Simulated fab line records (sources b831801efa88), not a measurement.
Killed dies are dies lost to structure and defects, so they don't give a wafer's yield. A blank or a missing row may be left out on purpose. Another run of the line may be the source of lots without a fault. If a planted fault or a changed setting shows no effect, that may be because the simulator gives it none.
Which tool was responsible? + flow sky130 + Sampling: 14 lots, 42 wafers, 7 of 708 route steps

== WHAT THE GAUGES SHOWED, per wafer ==
SKY_VT_ADJUST_HVTP_CD_MEAS_07: the cd target is 380 nm.
| lot  | measured     | on        | cd_nm (nm)        |
|------|--------------|-----------|-------------------|
| L181 | day 6 01:46  | cd_sem-02 | 381.3 381.0 383.1 |
| L182 | day 6 09:36  | cd_sem-02 | 375.9 376.7 377.8 |
| L183 | day 6 13:02  | cd_sem-02 | 380.4 381.6 380.1 |
| L184 | day 6 21:12  | cd_sem-01 | 377.0 375.7 376.6 |
| L185 | day 7 05:06  | cd_sem-02 | 383.5 381.4 381.2 |
| L186 | day 7 11:08  | cd_sem-02 | 381.6 382.7 381.6 |
| L189 | day 8 02:01  | cd_sem-01 | 382.2 381.0 381.9 |
| L190 | day 8 08:29  | cd_sem-02 | 379.4 375.7 375.5 |
| L191 | day 8 15:47  | cd_sem-01 | 376.9 378.2 379.6 |
| L192 | day 9 00:32  | cd_sem-02 | 375.7 376.1 377.5 |
| L195 | day 9 15:41  | cd_sem-01 | 382.3 378.2 378.6 |
| L196 | day 9 23:00  | cd_sem-02 | 378.8 377.8 377.6 |
| L198 | day 10 13:32 | cd_sem-02 | 381.4 381.5 379.8 |
| L199 | day 10 17:53 | cd_sem-02 | 381.4 380.7 378.6 |

SKY_VT_ADJUST_LVTN_OVL_MEAS_18.
| lot  | measured     | on         | VT_ADJUST_LVTN_01_OVL (nm) |
|------|--------------|------------|----------------------------|
| L181 | day 7 17:19  | overlay-01 | 0.9 -0.5 2.0               |
| L182 | day 8 01:52  | overlay-02 | 0.9 -0.2 -1.2              |
| L183 | day 8 05:17  | overlay-02 | -0.9 -0.9 -0.7             |
| L184 | day 8 14:07  | overlay-01 | -1.6 -1.0 -0.9             |
| L185 | day 8 22:53  | overlay-02 | 0.2 0.8 2.0                |
| L186 | day 9 04:27  | overlay-01 | -1.1 0.7 -0.1              |
| L189 | day 9 19:53  | overlay-01 | -1.6 -0.8 -0.5             |
| L190 | day 10 02:41 | overlay-01 | -1.7 0.7 -0.6              |
| L191 | day 10 10:50 | overlay-02 | 1.8 1.4 -0.3               |
| L192 | day 10 21:20 | overlay-02 | -0.5 -1.1 -0.5             |
| L195 | day 11 13:36 | overlay-02 | -1.9 -0.7 -1.0             |
| L196 | day 11 22:34 | overlay-02 | 2.2 0.6 3.6                |
| L198 | day 12 12:50 | overlay-02 | 0.1 0.7 -0.2               |
| L199 | day 12 17:34 | overlay-02 | -1.6 -0.5 -0.7             |

SKY_VT_ADJUST_HVTR_CD_MEAS_07: the cd target is 380 nm.
| lot  | measured     | on        | cd_nm (nm)        |
|------|--------------|-----------|-------------------|
| L181 | day 9 09:58  | cd_sem-02 | 382.3 380.5 380.3 |
| L182 | day 9 19:46  | cd_sem-02 | 378.3 381.0 379.9 |
| L183 | day 9 23:44  | cd_sem-02 | 375.0 377.6 379.6 |
| L184 | day 10 08:55 | cd_sem-01 | 380.3 380.4 381.3 |
| L185 | day 10 19:24 | cd_sem-02 | 376.0 375.5 377.8 |
| L186 | day 11 00:33 | cd_sem-02 | 378.9 379.8 378.3 |
| L189 | day 11 18:25 | cd_sem-02 | 381.6 381.2 382.6 |
| L190 | day 12 01:31 | cd_sem-02 | 379.8 377.6 375.0 |
| L191 | day 12 10:05 | cd_sem-02 | 380.4 382.8 380.9 |
| L192 | day 12 21:20 | cd_sem-02 | 380.5 376.8 379.3 |
| L195 | day 13 15:11 | cd_sem-01 | - - -             |
| L196 | day 14 00:58 | cd_sem-01 | - - -             |
| L198 | day 14 16:23 | cd_sem-01 | 375.5 375.2 379.2 |
| L199 | day 14 22:23 | cd_sem-02 | 379.6 380.9 377.6 |

SKY_VT_ADJUST_PCH_TW_MEAS_10.
| lot  | measured     | on            | VT_ADJUST_PCH_TW  |
|------|--------------|---------------|-------------------|
| L181 | day 10 08:53 | film_metro-02 | 141.1 142.7 141.4 |
| L182 | day 10 19:17 | film_metro-03 | 142.0 141.6 141.6 |
| L183 | day 10 23:37 | film_metro-04 | 144.0 144.6 144.9 |
| L184 | day 11 08:29 | film_metro-02 | 140.8 140.8 141.2 |
| L185 | day 11 19:08 | film_metro-02 | 141.9 140.5 140.8 |
| L186 | day 12 00:51 | film_metro-02 | 142.0 141.5 141.1 |
| L189 | day 12 18:20 | film_metro-04 | 144.0 143.9 144.3 |
| L190 | day 13 02:59 | film_metro-03 | 141.9 141.7 141.9 |
| L191 | day 13 12:14 | film_metro-02 | 142.2 141.9 142.6 |
| L192 | day 13 23:37 | film_metro-03 | 141.5 141.8 141.7 |
| L195 | day 14 18:34 | film_metro-03 | 220.5 222.3 221.7 |
| L196 | day 15 04:23 | film_metro-03 | 222.4 222.0 223.6 |
| L198 | day 15 19:58 | film_metro-04 | 143.5 143.4 144.7 |
| L199 | day 16 01:51 | film_metro-02 | 140.7 140.4 140.4 |

SKY_SONOS_TUNNEL_TW_MEAS_12.
| lot  | measured     | on            | SONOS_TUNNEL_TW   |
|------|--------------|---------------|-------------------|
| L181 | day 11 08:41 | film_metro-01 | 193.4 195.1 195.0 |
| L182 | day 11 18:01 | film_metro-01 | 194.0 193.7 194.3 |
| L183 | day 11 23:53 | film_metro-04 | 199.3 198.2 197.5 |
| L184 | day 12 09:09 | film_metro-01 | 194.2 193.4 194.2 |
| L185 | day 12 19:38 | film_metro-01 | 194.2 193.7 193.6 |
| L186 | day 13 01:54 | film_metro-04 | 199.7 199.7 198.7 |
| L189 | day 13 19:52 | film_metro-02 | 195.7 195.7 196.6 |
| L190 | day 14 05:38 | film_metro-01 | 193.7 193.5 195.3 |
| L191 | day 14 14:19 | film_metro-04 | 199.9 199.6 199.2 |
| L192 | day 15 03:14 | film_metro-04 | 199.3 199.7 198.9 |
| L195 | day 15 22:24 | film_metro-02 | 247.1 246.6 246.6 |
| L196 | day 16 08:41 | film_metro-02 | 245.6 246.0 245.4 |
| L198 | day 17 00:16 | film_metro-01 | 193.6 194.0 193.4 |
| L199 | day 17 06:12 | film_metro-01 | 193.7 193.6 193.3 |

== WHICH TOOL RAN EACH LOT (tool, then ch and the chambers of the sampled wafers, then the start) ==
| lot  | SKY_VT_ADJUST_HVTP_STRIP_10          | SKY_VT_ADJUST_HVTR_COAT_02        |
|------|--------------------------------------|-----------------------------------|
| L181 | plasma_asher-03 ch 0,1, day 6 02:03  | litho_track-03 ch 0, day 8 23:13  |
| L182 | plasma_asher-01 ch 0,1, day 6 09:53  | litho_track-03 ch 0, day 9 09:10  |
| L183 | plasma_asher-01 ch 0,1, day 6 13:21  | litho_track-03 ch 0, day 9 12:29  |
| L184 | plasma_asher-01 ch 0,1, day 6 21:29  | litho_track-03 ch 0, day 9 21:43  |
| L185 | plasma_asher-02 ch 0,1, day 7 05:23  | litho_track-03 ch 0, day 10 07:16 |
| L186 | plasma_asher-03 ch 0,1, day 7 11:26  | litho_track-03 ch 0, day 10 12:56 |
| L189 | plasma_asher-01 ch 0,1, day 8 02:19  | litho_track-02 ch 0, day 11 06:24 |
| L190 | plasma_asher-01 ch 0,1, day 8 08:47  | litho_track-01 ch 0, day 11 13:38 |
| L191 | plasma_asher-03 ch 0,1, day 8 16:05  | litho_track-01 ch 0, day 11 21:47 |
| L192 | plasma_asher-03 ch 1, day 9 00:50    | litho_track-02 ch 0, day 12 08:57 |
| L195 | plasma_asher-02 ch 0,1, day 9 15:59  | litho_track-02, day 13 02:33      |
| L196 | plasma_asher-02 ch 0,1, day 9 23:17  | litho_track-03, day 13 12:18      |
| L198 | plasma_asher-01 ch 0,1, day 10 13:50 | litho_track-03 ch 0, day 14 02:53 |
| L199 | plasma_asher-02 ch 0,1, day 10 18:10 | litho_track-03 ch 0, day 14 08:57 |
- SKY_VT_ADJUST_HVTP_STRIP_10: strips in O2/N2.
- SKY_VT_ADJUST_HVTR_COAT_02: resist thk 1140 nm.

== AS READ BY THE TOOLS THEMSELVES (means over the sampled wafers that have a number; for cases with no such wafer, the mark the record gives instead) ==
SKY_VT_ADJUST_HVTP_STRIP_10.
| lot  | tool            | chamber_pressure_mTorr (mTorr) | drypump_motor_current_A (A) | oes_product_au (a.u.) | strip_time_to_endpoint_s (s) |
|------|-----------------|--------------------------------|-----------------------------|-----------------------|------------------------------|
| L181 | plasma_asher-03 | 1497.4                         | 6.2                         | 0.710                 | 14.20                        |
| L182 | plasma_asher-01 | 1498.5                         | 5.6                         | 0.713                 | 14.30                        |
| L183 | plasma_asher-01 | 1500.0                         | 5.6                         | 0.716                 | 14.17                        |
| L184 | plasma_asher-01 | 1500.6                         | 5.6                         | 0.715                 | 14.18                        |
| L185 | plasma_asher-02 | 1499.1                         | 5.8                         | 0.714                 | 14.16                        |
| L186 | plasma_asher-03 | 1501.0                         | 6.3                         | 0.716                 | 14.22                        |
| L189 | plasma_asher-01 | 1498.9                         | 5.7                         | 0.718                 | 14.18                        |
| L190 | plasma_asher-01 | 1500.6                         | 5.7                         | 0.716                 | 14.23                        |
| L191 | plasma_asher-03 | 1499.4                         | 6.1                         | 0.714                 | 14.13                        |
| L192 | plasma_asher-03 | 1501.1                         | 5.9                         | 0.714                 | 14.19                        |
| L195 | plasma_asher-02 | 1499.1                         | 5.4                         | 0.719                 | 14.20                        |
| L196 | plasma_asher-02 | 1501.4                         | 5.4                         | 0.711                 | 14.18                        |
| L198 | plasma_asher-01 | 1500.7                         | 5.6                         | 0.716                 | 14.17                        |
| L199 | plasma_asher-02 | 1499.7                         | 5.4                         | 0.718                 | 14.24                        |

SKY_VT_ADJUST_HVTR_COAT_02.
| lot  | tool           | chill_plate_temp_C (C) | dispense_pressure_kPa (kPa) | spin_speed_rpm (rpm) |
|------|----------------|------------------------|-----------------------------|----------------------|
| L181 | litho_track-03 | 23.06                  | 47.2                        | 3002.0               |
| L182 | litho_track-03 | 23.08                  | 47.2                        | 3001.6               |
| L183 | litho_track-03 | 23.14                  | 47.2                        | 2998.6               |
| L184 | litho_track-03 | 22.98                  | 47.2                        | 3001.4               |
| L185 | litho_track-03 | 22.92                  | 47.2                        | 2999.6               |
| L186 | litho_track-03 | 22.93                  | 47.2                        | 3000.3               |
| L189 | litho_track-02 | 22.94                  | 48.5                        | 3000.7               |
| L190 | litho_track-01 | 22.97                  | 53.2                        | 2999.8               |
| L191 | litho_track-01 | 22.99                  | 53.2                        | 3000.8               |
| L192 | litho_track-02 | 22.96                  | 48.4                        | 3000.4               |
| L195 | litho_track-02 | -                      | -                           | -                    |
| L196 | litho_track-03 | -                      | -                           | -                    |
| L198 | litho_track-03 | 22.95                  | 47.2                        | 3000.3               |
| L199 | litho_track-03 | 23.03                  | 47.2                        | 3001.8               |

== THE ANSWER, worked out from the rows above alone ==
Rule: usual is defined by the lots themselves. The widest of any qualifying gaps counts: lots, ordered by their means at a reading, are off when they make up no more than a third of the lots, leave a main group of 4 or more, and stand apart from it by 3 or more times the standard deviation of that group's means. Not used: any main group whose means are identical at the precision the tables above print for the reading. A lot without any number at a reading at which 4 lots or more have one is off too. Any other lot the step has rows for is counted as sound. Order of review: gauges by route order, followed by the tools' own readings, for which a lot's mean as printed above is used. At the first step where some lot is off, the reading lying furthest off is the one used; lots without a number count as furthest.
Off, at SKY_VT_ADJUST_HVTR_CD_MEAS_07 on cd_nm: L195, L196. Without a number there: L195, L196. For the main group the mean is 379.1 nm and the standard deviation 1.8.
A tool fits if, at a process step before that reading, it ran every lot that is off, and no sound lot after the first of them. Not tried: the gauges at SKY_VT_ADJUST_HVTR_CD_MEAS_07; whatever is off there is also off at SKY_VT_ADJUST_PCH_TW_MEAS_10, on other tools, and gauge error can't account for it. Of those tried, none fits.

== WHAT THE SIMULATOR HAD PUT IN ==
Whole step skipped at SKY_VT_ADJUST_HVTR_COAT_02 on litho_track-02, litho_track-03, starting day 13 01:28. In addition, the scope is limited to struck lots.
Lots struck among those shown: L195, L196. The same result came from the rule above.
